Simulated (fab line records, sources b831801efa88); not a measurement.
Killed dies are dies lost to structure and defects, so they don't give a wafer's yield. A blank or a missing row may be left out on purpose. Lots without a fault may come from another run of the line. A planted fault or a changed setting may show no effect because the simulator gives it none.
fab line records | flow gf180mcu
record lots=15 wafers=45 last_day=34
route steps=602 shown M5@535 V5@564 TOP_METAL@570 PASSIVATION@598
lots that met no fault: from a run of the same line without faults
start_h: hours from the record's first day to the start of the lot's first wafer shown | wait_h: hours since the lot's step before | " the same as in the row above | L1.1+2: a row that stands for several wafers | - no value, or no start given | * or withheld: withheld | < > ~ a bound
route shown NAME@n: a module of which the file shows steps, and the number in the route of the first | usual: mean/standard deviation of fault-free wafers | same: alike in all rows | chamber/n: place in a boat | sites: the reading at each site | _std_site: their standard deviation | _edge_site: outer sites' mean less inner sites' | radius_mm: how far each site lies from the wafer's centre | mask NAME#n: copy n | behind: the tool/chamber that last shaped the wafer | hold: why the lot was held/for how many hours/how that ended | device: the transistor (n, p or np) that didn't switch | end of line: the same wafers' tests at the end of the route | a step without rows: its recipe alone | killed: dies lost to structure and defects at the first sort, not the wafer's yield | map: a wafer's dies, x killed, . not, _ none there
set.NAME: the setting as run; set.NAME@STEP: as run at that earlier step | model.NAME: the simulator's own value behind a step, which no gauge read
steps of the route over a sample of lots; a table a step, a row a wafer
services: from which hour (start_h, from the record's first day; less than 0 if before it) a tool's chamber was out of use, for how many hours, and why
## steps
# step GF_M5_ETCH_09
# recipe chemistry=CF4/O2 target=Si3N4 target_depth_nm=52 source_w=800 bias_w=150 pressure_mtorr=150 cf4_flow_sccm=80 O2_flow_sccm=10 time_s=11.6
# usual O2_flow_sccm=10.004/0.03 bias_w=150.1/0.45 drypump_motor_current_A=5.9/0.32 oes_product_au=0.999/0.0083 throttle_valve_pct=5.969/0.0097
# columns lot.wafer tool chamber start_h wait_h O2_flow_sccm bias_w drypump_motor_current_A oes_product_au rf_hours_counter_h throttle_valve_pct
L969.1 rie_diel-01 2 635.55 0.0 10.049 150.0 5.8 0.988 6 5.977
L969.3 " 0 " " 10.024 149.7 6.5 0.997 2 5.965
L969.5 " 0 " " 9.993 149.7 6.5 1.012 - 5.995
L970.1 rie_diel-02 0 644.95 0.0 9.980 149.5 5.5 1.006 4 5.970
L970.4 " 1 " " 10.006 150.2 6.1 1.007 10 5.964
L970.5 " 2 " " 9.991 150.2 6.1 0.999 - 5.935
L971.1 rie_diel-04 1 652.33 0.0 9.978 150.0 5.9 1.004 63 5.977
L971.2 " 2 " " 9.973 150.4 5.7 0.995 2 5.954
L971.3 " 0 " " 9.968 149.4 6.3 0.998 7 5.959
L977.2 rie_diel-04 2 699.95 0.0 9.974 150.0 5.7 0.989 4 5.971
L977.5 " 1 " " 10.028 149.7 5.9 0.980 - 5.953
L977.6 " 2 " " 9.980 150.0 5.7 0.981 - 5.961
L978.3 rie_diel-01 1 701.88 0.0 10.031 150.1 5.3 1.009 27 5.972
L978.4 " 3 " " 9.986 150.4 6.1 0.997 26 5.960
L978.5 " 3 " " 10.024 150.1 6.1 1.012 - 5.961
L979.3 rie_diel-01 2 709.68 0.0 9.975 149.3 5.8 1.013 9 5.970
L979.4 " 1 " " 10.001 150.3 5.2 1.015 28 5.974
L979.6 " 1 " " 10.009 150.1 5.3 1.011 - 5.973
L980.4 rie_diel-04 1 713.78 0.0 10.055 151.0 5.9 0.988 1 5.961
L980.5 " 0 " " 10.020 150.5 6.2 0.989 - 5.982
L980.6 " 1 " " 9.974 150.7 5.9 0.987 - 5.965
L981.2 rie_diel-04 1 724.85 0.0 9.960 150.0 5.9 1.003 1 5.971
L981.4 " 0 " " 10.016 149.6 6.2 1.005 10 5.976
L981.6 " 1 " " 10.002 150.3 6.0 1.005 - 5.983
L982.1 rie_diel-04 2 731.75 0.0 9.983 150.1 5.7 0.997 5 5.971
L982.5 " 0 " " 9.959 150.0 6.3 1.011 - 5.973
L982.6 " 3 " " 10.029 150.1 5.8 1.007 - 5.978
L983.2 rie_diel-01 2 737.35 0.0 9.991 150.4 5.8 0.992 10 5.966
L983.4 " 1 " " 10.004 150.0 5.2 1.004 28 5.960
L983.5 " 0 " " 10.039 150.1 6.5 0.997 - 5.981
L984.1 rie_diel-02 2 739.46 0.0 10.005 150.1 6.1 0.995 47 5.972
L984.5 " 0 " " 10.061 149.8 5.5 1.009 - 5.977
L984.6 " 1 " " 10.059 150.4 6.1 1.000 - 5.967
L985.1 rie_diel-01 1 748.65 0.0 10.016 150.1 5.3 1.013 29 5.973
L985.2 " 3 " " 10.055 150.2 6.1 1.002 28 5.977
L985.5 " 2 " " 10.000 150.6 5.8 1.005 - 5.971
L987.1 rie_diel-04 0 759.70 0.0 9.988 149.7 6.2 1.000 12 5.964
L987.4 " 3 " " 9.998 150.2 5.9 0.995 48 5.969
L987.5 " 2 " " 10.048 150.3 5.7 0.985 - 5.959
L988.3 rie_diel-04 3 765.50 0.0 9.968 150.2 5.8 1.000 48 5.965
L988.5 " 3 " " 9.978 150.4 5.8 1.000 - 5.966
L988.6 " 0 " " 10.059 149.7 6.2 1.007 - 5.980
L989.2 rie_diel-04 2 771.05 0.0 10.022 149.9 5.6 0.999 7 5.964
L989.5 " 2 " " 10.004 149.8 5.6 0.988 - 5.958
L989.6 " 1 " " 9.994 150.3 5.9 0.994 - 5.965
# step GF_V5_RS_MEAS_24
# recipe thk_meas_gauge=four-point-probe reads=W_of_V5_CVD_23+TiN_of_V5_SPUTTER_22+Ti_of_V5_SPUTTER_21
# usual V5_W_RS=0.3311/0.0028
# columns lot.wafer tool chamber start_h wait_h V5_W_RS[ohm/sq]
L969.1 film_metro-02 - 657.45 0.1 0.3256
L969.3 " - " " 0.3265
L969.5 " - " " 0.3286
L970.1 film_metro-02 - 666.70 0.1 0.3323
L970.4 " - " " 0.3330
L970.5 " - " " 0.3267
L971.1 film_metro-02 - 674.15 0.1 0.3265
L971.2 " - " " 0.3303
L971.3 " - " " 0.3260
L977.2 film_metro-02 - 720.42 0.1 0.3307
L977.5 " - " " 0.3300
L977.6 " - " " 0.3330
L978.3 film_metro-03 - 722.38 0.1 0.3349
L978.4 " - " " 0.3325
L978.5 " - " " 0.3286
L979.3 film_metro-03 - 730.82 0.1 0.3297
L979.4 " - " " 0.3298
L979.6 " - " " 0.3304
L980.4 film_metro-02 - 734.75 0.1 0.3308
L980.5 " - " " 0.3291
L980.6 " - " " 0.3334
L981.2 film_metro-02 - 747.77 0.1 0.3315
L981.4 " - " " 0.3322
L981.6 " - " " 0.3324
L982.1 film_metro-03 - 751.63 0.1 0.3327
L982.5 " - " " 0.3320
L982.6 " - " " 0.3286
L983.2 film_metro-02 - 755.57 0.1 0.3314
L983.4 " - " " 0.3310
L983.5 " - " " 0.3303
L984.1 film_metro-02 - 759.10 0.1 0.3271
L984.5 " - " " 0.3331
L984.6 " - " " 0.3322
L985.1 film_metro-03 - 767.93 0.1 0.3320
L985.2 " - " " 0.3363
L985.5 " - " " 0.3364
L987.1 film_metro-03 - 778.12 0.1 0.3324
L987.4 " - " " 0.3358
L987.5 " - " " 0.3334
L988.3 film_metro-03 - 783.62 0.1 0.3295
L988.5 " - " " 0.3295
L988.6 " - " " 0.3306
L989.2 film_metro-04 - 789.43 0.1 0.3282
L989.5 " - " " 0.3306
L989.6 " - " " 0.3348
# step GF_TOP_METAL_SPUTTER_03
# recipe material=Ti target_thk_nm=5 substrate_temp_c=300 chamber_pressure_pa=0.3 power_w=3000 time_s=3.3
# usual throttle_valve_pct=30.3/1.3
# columns lot.wafer tool chamber start_h wait_h throttle_valve_pct
L969.1 pvd_sputter-02 - 658.11 0.0 28.4
L969.3 " - " " 31.4
L969.5 " - " " 28.8
L970.1 pvd_sputter-04 - 667.35 0.0 30.1
L970.4 " - " " 29.5
L970.5 " - " " 29.9
L971.1 pvd_sputter-02 - 674.81 0.0 28.7
L971.2 " - " " 31.7
L971.3 " - " " 31.2
L977.2 pvd_sputter-03 - 721.06 0.0 31.1
L977.5 " - " " 30.5
L977.6 " - " " 31.7
L978.3 pvd_sputter-03 - 722.99 0.0 31.3
L978.4 " - " " 31.6
L978.5 " - " " 30.5
L979.3 pvd_sputter-04 - 731.67 0.0 29.4
L979.4 " - " " 29.8
L979.6 " - " " 30.0
L980.4 pvd_sputter-04 - 735.35 0.0 29.8
L980.5 " - " " 29.8
L980.6 " - " " 31.8
L981.2 pvd_sputter-03 - 748.64 0.0 31.6
L981.4 " - " " 31.1
L981.6 " - " " 31.3
L982.1 pvd_sputter-02 - 752.28 0.0 28.6
L982.5 " - " " 27.8
L982.6 " - " " 31.9
L983.2 pvd_sputter-02 - 756.30 0.0 32.1
L983.4 " - " " 28.0
L983.5 " - " " 31.6
L984.1 pvd_sputter-02 - 759.76 0.0 28.7
L984.5 " - " " 28.7
L984.6 " - " " 28.2
L985.1 pvd_sputter-02 - 768.58 0.0 31.8
L985.2 " - " " 31.0
L985.5 " - " " 32.1
L987.1 pvd_sputter-03 - 778.77 0.0 31.7
L987.4 " - " " 30.9
L987.5 " - " " 31.7
L988.3 pvd_sputter-03 - 784.24 0.0 31.4
L988.5 " - " " 30.9
L988.6 " - " " 30.3
L989.2 pvd_sputter-04 - 790.06 0.0 30.0
L989.5 " - " " 32.1
L989.6 " - " " 29.8
# step GF_PASSIVATION_ETCH_11
# recipe chemistry=CF4/O2 target_depth_nm=1800 stop_on=TiN source_w=800 bias_w=150 pressure_mtorr=150 cf4_flow_sccm=80 O2_flow_sccm=10 time_s=400
# usual O2_flow_sccm=10.00/0.031 bias_w=150.0/0.41 drypump_motor_current_A=5.7/0.5 oes_product_au=0.964/0.0073 throttle_valve_pct=5.961/0.0097
# columns lot.wafer tool chamber start_h wait_h O2_flow_sccm bias_w drypump_motor_current_A oes_product_au rf_hours_counter_h throttle_valve_pct
L969.1 rie_diel-03 0 697.87 - - - - - - -
L969.3 " 3 " " - - - - - -
L969.5 " 1 " " - - - - - -
L970.1 rie_diel-03 0 706.37 - - - - - - -
L970.4 " 2 " " - - - - - -
L970.5 " 0 " " - - - - - -
L971.1 rie_diel-03 2 713.97 - - - - - - -
L971.2 " 3 " " - - - - - -
L971.3 " 0 " " - - - - - -
L977.2 rie_diel-01 0 755.09 - 9.95 149.4 6.5 0.967 7 5.954
L977.5 " 1 " " 10.04 149.7 5.2 0.968 - 5.966
L977.6 " 0 " " 9.98 149.7 6.5 0.972 - 5.957
L978.3 rie_diel-01 3 759.32 - 10.02 150.8 6.1 0.966 28 5.968
L978.4 " 1 " " 10.01 150.3 5.3 0.960 30 5.941
L978.5 " 3 " " 10.02 149.7 6.1 0.970 - 5.951
L979.3 rie_diel-03 2 766.38 - 10.05 150.3 5.7 0.959 29 5.948
L979.4 " 1 " " 10.01 150.5 5.7 0.970 4 5.963
L979.6 " 0 " " 10.00 150.1 4.7 0.972 - 5.968
L980.4 rie_diel-03 2 770.64 - 10.01 150.1 5.7 0.973 29 5.963
L980.5 " 2 " " 10.09 150.1 5.7 0.977 - 5.973
L980.6 " 1 " " 10.01 150.2 5.7 0.966 - 5.981
L981.2 rie_diel-03 3 781.12 - 9.99 149.7 5.1 0.965 14 5.975
L981.4 " 0 " " 9.97 150.1 4.8 0.975 17 5.958
L981.6 " 2 " " 10.02 149.7 5.7 0.974 - 5.964
L982.1 rie_diel-03 3 785.92 - 9.98 149.8 5.1 0.956 14 5.951
L982.5 " 3 " " 9.96 149.3 5.1 0.965 - 5.975
L982.6 " 0 " " 9.95 149.9 4.7 0.968 - 5.960
L983.2 rie_diel-02 0 789.44 - 10.00 149.9 5.5 0.965 9 5.951
L983.4 " 3 " " 10.03 150.5 5.9 0.971 17 5.966
L983.5 " 3 " " 9.98 149.7 5.9 0.973 - 5.950
L984.1 rie_diel-02 3 792.32 - 9.97 149.9 5.9 0.949 17 5.963
L984.5 " 2 " " 9.99 149.3 6.0 0.980 - 5.965
L984.6 " 3 " " 10.00 150.3 6.0 0.980 - 5.943
L985.1 rie_diel-01 2 800.62 - 9.97 149.7 5.8 0.958 13 5.961
L985.2 " 1 " " 9.95 150.1 5.2 0.962 32 5.967
L985.5 " 0 " " 9.97 149.7 6.5 0.964 - 5.960
L987.1 rie_diel-02 2 809.49 - 10.02 149.9 6.1 0.958 1 5.958
L987.4 " 0 " " 10.00 150.0 5.5 0.962 10 5.974
L987.5 " 3 " " 10.02 149.8 5.9 0.975 - 5.958
L988.3 rie_diel-03 2 814.89 - 10.04 150.3 5.7 0.953 32 5.948
L988.5 " 1 " " 9.99 149.6 5.7 0.965 - 5.952
L988.6 " 2 " " 9.99 150.1 5.7 0.968 - 5.951
L989.2 rie_diel-02 0 821.33 - 9.99 149.5 5.6 0.959 10 5.971
L989.5 " 2 " " 10.00 150.5 6.1 0.963 - 5.973
L989.6 " 1 " " 9.99 149.3 6.2 0.963 - 5.956
# step GF_PASSIVATION_STRIP_12
# recipe chemistry=O2/N2 power_w=1400 pressure_mtorr=1500 platen_temp_c=250 o2_flow_sccm=3000 n2_flow_sccm=300 overash_fraction=0.5
# usual drypump_motor_current_A=5.86/0.28 heater_power_w=325/24 oes_product_au=0.719/0.0044 strip_time_to_endpoint_s=34.69/0.19
# columns lot.wafer tool chamber start_h wait_h drypump_motor_current_A heater_power_w oes_product_au rf_hours_counter_h strip_time_to_endpoint_s
L969.1 plasma_asher-03 1 698.11 0.1 6.12 319 0.728 112 48.44
L969.3 " 1 " " 6.08 321 0.728 - 48.46
L969.5 " 1 " " 6.09 325 0.722 - 48.47
L970.1 plasma_asher-03 0 706.61 0.1 5.92 339 0.724 113 48.43
L970.4 " 1 " " 6.13 317 0.726 - 48.38
L970.5 " 1 " " 6.12 322 0.733 - 48.48
L971.1 plasma_asher-03 1 714.21 0.1 6.14 319 0.727 115 48.41
L971.2 " 0 " " 5.99 351 0.722 115 48.39
L971.3 " 0 " " 6.02 351 0.729 - 48.40
L977.2 plasma_asher-04 0 755.33 0.1 5.34 327 0.720 40 34.57
L977.5 " 0 " " 5.34 330 0.715 - 34.48
L977.6 " 1 " " 5.80 286 0.713 - 34.60
L978.3 plasma_asher-04 1 759.59 0.2 5.78 282 0.722 - 34.78
L978.4 " 0 " " 5.32 336 0.715 - 34.55
L978.5 " 1 " " 5.80 285 0.721 - 34.76
L979.3 plasma_asher-03 1 766.65 0.2 6.18 327 0.718 - 34.74
L979.4 " 0 " " 5.96 351 0.710 - 34.50
L979.6 " 0 " " 5.96 349 0.717 - 34.83
L980.4 plasma_asher-04 0 770.91 0.2 5.31 329 0.729 - 34.68
L980.5 " 1 " " 5.78 277 0.723 - 34.52
L980.6 " 0 " " 5.33 328 0.725 - 34.30
L981.2 plasma_asher-03 1 781.36 0.1 6.09 323 0.723 4 34.53
L981.4 " 0 " " 5.98 351 0.716 - 34.56
L981.6 " 1 " " 6.11 328 0.713 - 34.44
L982.1 plasma_asher-03 0 786.16 0.1 5.94 355 0.716 5 34.66
L982.5 " 0 " " 5.97 350 0.712 - 34.97
L982.6 " 1 " " 6.14 335 0.712 - 34.81
L983.2 plasma_asher-04 0 789.68 0.1 5.34 334 0.719 45 34.71
L983.4 " 1 " " 5.78 281 0.715 - 34.85
L983.5 " 0 " " 5.33 328 0.720 - 34.69
L984.1 plasma_asher-03 0 792.56 0.1 5.99 347 0.706 6 34.75
L984.5 " 1 " " 6.08 330 0.719 - 34.63
L984.6 " 0 " " 5.96 346 0.711 - 34.69
L985.1 plasma_asher-04 0 800.86 0.1 5.31 319 0.716 46 34.61
L985.2 " 1 " " 5.80 279 0.711 46 34.46
L985.5 " 1 " " 5.81 282 0.720 - 34.70
L987.1 plasma_asher-03 1 809.73 0.1 6.11 331 0.715 9 34.58
L987.4 " 0 " " 5.93 353 0.721 - 34.56
L987.5 " 1 " " 6.13 328 0.714 - 34.82
L988.3 plasma_asher-03 1 815.16 0.2 6.10 333 0.720 - 34.54
L988.5 " 1 " " 6.11 329 0.727 - 34.48
L988.6 " 0 " " 5.93 355 0.714 - 34.46
L989.2 plasma_asher-04 0 821.57 0.1 5.33 333 0.721 49 34.75
L989.5 " 1 " " 5.79 277 0.724 - 34.50
L989.6 " 0 " " 5.36 324 0.719 - 34.82
## services
# columns tool chamber start_h hours kind
rie_diel-03 1 612.37 4.0 repair
rie_diel-01 2 613.82 13.0 repair
rie_diel-02 3 627.42 15.5 repair
pvd_sputter-03 - 658.35 2.7 repair
rie_diel-01 2 661.20 4.4 repair
rie_diel-04 0 667.20 1.8 repair
rie_diel-02 3 677.66 3.4 repair
rie_diel-03 - 687.68 2.8 pm
rie_diel-02 0 691.42 28.5 repair
rie_diel-03 - 724.98 0.9 repair
plasma_asher-03 - 733.75 9.0 pm
plasma_asher-03 0 733.75 9.0 vent_cycle
plasma_asher-03 1 733.75 9.0 vent_cycle
plasma_asher-03 0 742.75 - clean
pvd_sputter-04 - 746.27 2.3 repair
pvd_sputter-04 - 746.49 14.2 repair
plasma_asher-03 - 751.11 7.5 repair
rie_diel-01 0 760.04 4.5 repair
pvd_sputter-03 - 773.20 1.1 repair
pvd_sputter-03 - 796.02 8.0 repair
rie_diel-01 3 798.37 9.2 repair
rie_diel-03 0 806.30 6.0 repair
plasma_asher-04 - 814.16 0.7 repair
rie_diel-04 - 817.67 0.6 repair
## key
first_sign step=GF_PASSIVATION_ETCH_11 reading=tool_record direction=missing
effect step=GF_PASSIVATION_STRIP_12 reading=strip_time_to_endpoint_s direction=up sigmas=71 usual=* struck=*
met_at GF_PASSIVATION_ETCH_11
struck_lots L969,L970,L971
later_rows_left_out L969.1,L969.3,L969.5,L970.1,L970.4,L970.5,L971.1,L971.2,L971.3
sort_left_out L969.1,L969.3,L969.5,L970.1,L970.4,L970.5,L971.1,L971.2,L971.3
not_acting_at GF_M5_ETCH_09,GF_V5_RS_MEAS_24,GF_TOP_METAL_SPUTTER_03
fault kind=skipped_step_whole tool=rie_diel-03 chamber=- onset_h=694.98 steps=GF_PASSIVATION_ETCH_11 scope=struck_lots_only
# sort_left_out: the simulated sort isn't trusted on such a fault, so these wafers' sort isn't shown, and their yield isn't known
# later_rows_left_out: the simulator's readings of these wafers behind a module that went badly wrong aren't trusted and aren't shown, but for the sort
